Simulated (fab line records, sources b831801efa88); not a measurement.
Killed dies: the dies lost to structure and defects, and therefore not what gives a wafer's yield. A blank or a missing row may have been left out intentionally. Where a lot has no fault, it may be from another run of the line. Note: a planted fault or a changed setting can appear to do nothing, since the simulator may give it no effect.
Which of the tools did it? -- flow sky130 -- route of 708 steps, sampled at 1 step: 6 lots, 18 wafers

## WHAT THE GAUGES SHOWED, per wafer
SKY_METAL2_CD_MEAS_15: target cd 140 nm.
lot,measured,on,cdNm (nm)
L480,day 36 06:09,cdSem-02,141.6 141.0 141.6
L486,day 38 02:54,cdSem-02,140.6 139.1 140.6
L489,day 38 15:51,cdSem-01,142.2 142.3 141.1
L494,day 40 16:55,cdSem-02,139.4 140.4 140.6
L497,day 41 05:44,cdSem-01,138.8 139.0 140.0
L500,day 41 10:40,cdSem-02,140.7 141.0 140.9

## WHICH TOOL RAN EACH LOT (tool, then ch and the chambers of the sampled wafers, then the start)
The record shows no process step preceding these readings.

## THE ANSWER, worked out from the rows above alone
Rule: the usual values come from the lots themselves. Put in order of their means at a reading, lots are off if they are a third of the lots or fewer, leave a main group of 4 or more, and stand apart from it by a gap of 3 or more times the standard deviation of the main group's means; of several such gaps the widest counts. The tables above print the reading to a certain number of digits; a main group whose means all agree to those digits is not used. Also off: a lot with no number at a reading for which 4 or more lots have one. The other lots that the step has rows for count as sound.
No lot is off at any reading shown: from this, nothing can be told.

## WHAT THE SIMULATOR HAD INSERTED
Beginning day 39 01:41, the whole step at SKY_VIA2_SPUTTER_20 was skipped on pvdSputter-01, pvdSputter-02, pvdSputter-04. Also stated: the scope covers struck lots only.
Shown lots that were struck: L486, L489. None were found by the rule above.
